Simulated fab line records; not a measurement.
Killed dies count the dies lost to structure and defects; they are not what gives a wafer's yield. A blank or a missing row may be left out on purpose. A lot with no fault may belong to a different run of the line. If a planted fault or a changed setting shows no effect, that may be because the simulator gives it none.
Chamber matching + flow gf180mcu + GF_V4_CMP_26 on cmp-01: 4 sister chambers
The step polishes, stops on SiO2, t overpolish 15 s, target thk 0 nm. 4 wafers are shown with their chamber, then 7 later ones without.

WAFERS WITH THEIR CHAMBER
| wafer  | chamber | motor-current-A (A) |
|--------|---------|---------------------|
| L877.2 | 3       | 12.4                |
| L877.3 | 0       | 11.4                |
| L877.4 | 1       | 14.3                |
| L883.5 | 2       | 11.2                |

WAFERS WITH NO CHAMBER GIVEN
| wafer  | motor-current-A (A) |
|--------|---------------------|
| L883.6 | 14.2                |
| L884.2 | 10.9                |
| L884.4 | 15.1                |
| L884.6 | 11.2                |
| L885.1 | 13.2                |
| L885.5 | 12.5                |
| L885.6 | 11.6                |

WHICH CHAMBER EACH ONE RAN IN
| wafer  | from the rows above          | in truth |
|--------|------------------------------|----------|
| L883.6 | 1                            | 1        |
| L884.2 | can't be placed: 2 or 0      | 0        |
| L884.4 | 1                            | 1        |
| L884.6 | can't be placed: 2 or 0      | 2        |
| L885.1 | can't be placed: 3 or 1      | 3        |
| L885.5 | 3                            | 3        |
| L885.6 | can't be placed: 0 or 2 or 3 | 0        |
Correctly placed: 3 of 7. These rows do not allow placing 4 (true chamber among the candidates in 4). Wrongly placed: 0.
How it was worked out, from the rows above alone: a wafer's distance from a chamber is the root of the sum, over the readings, of the square of ((its reading less the chamber's mean) divided by the reading's scatter). The wafer belongs to the nearest chamber; if the next one is less than 2 further off, it can't be placed. A chamber's mean is the mean of its shown wafers. The scatter: root of mean squared gap, hidden wafer to nearest shown wafer, with one shown wafer a chamber.
